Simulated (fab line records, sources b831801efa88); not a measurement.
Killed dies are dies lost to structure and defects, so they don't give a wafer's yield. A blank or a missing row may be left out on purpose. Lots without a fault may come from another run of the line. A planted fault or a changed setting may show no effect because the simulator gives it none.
Chamber matching | flow sky130 | SKY_VIA2_HDPCVD_00 on hdpcvd-02: 3 sister chambers
The step deposits SiO2, target thk 1180 nm, time 196.7 s. 6 wafers are shown with their chamber, then 7 later ones without.

WAFERS WITH THEIR CHAMBER
wafer  | chamber | run_length_s (s) | pressure_mtorr (mTorr)
L402.4 | 1       | 225.3            | 6.017
L410.3 | 2       | 224.9            | 6.007
L410.4 | 2       | 225.2            | 6.011
L410.6 | 0       | 224.4            | 6.002
L411.1 | 1       | 225.0            | 5.986
L411.2 | 0       | 224.7            | 6.012

WAFERS WITHOUT THEIR CHAMBER
wafer  | run_length_s (s) | pressure_mtorr (mTorr)
L411.3 | 224.7            | 5.989
L412.4 | 225.4            | 6.002
L412.5 | 224.7            | 5.974
L412.6 | 224.3            | 5.988
L416.3 | 225.2            | 5.997
L416.5 | 224.6            | 5.991
L416.6 | 225.3            | 5.994

WHICH CHAMBER EACH WENT THROUGH
wafer  | from the rows above          | in truth
L411.3 | can't be placed: 0 or 2 or 1 | 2
L412.4 | can't be placed: 1 or 2      | 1
L412.5 | can't be placed: 0 or 1 or 2 | 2
L412.6 | 0                            | 0
L416.3 | can't be placed: 1 or 2      | 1
L416.5 | can't be placed: 0 or 2 or 1 | 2
L416.6 | can't be placed: 1 or 2      | 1
Placed correctly: 1 of 7. Can't be placed from these rows: 6 (the true chamber is among the candidates in 6). Placed wrongly: 0.
How it was worked out, from the rows above alone: a wafer's distance from a chamber is the root of the sum, over the readings, of the square of ((its reading less the chamber's mean) divided by the reading's scatter). The wafer belongs to the nearest chamber; if the next one is less than 2 further off, it can't be placed. A chamber's mean is the mean of its shown wafers. The scatter: the root of (the sum of the squares of (reading less its chamber's mean) over the shown wafers, divided by (wafers less chambers)).
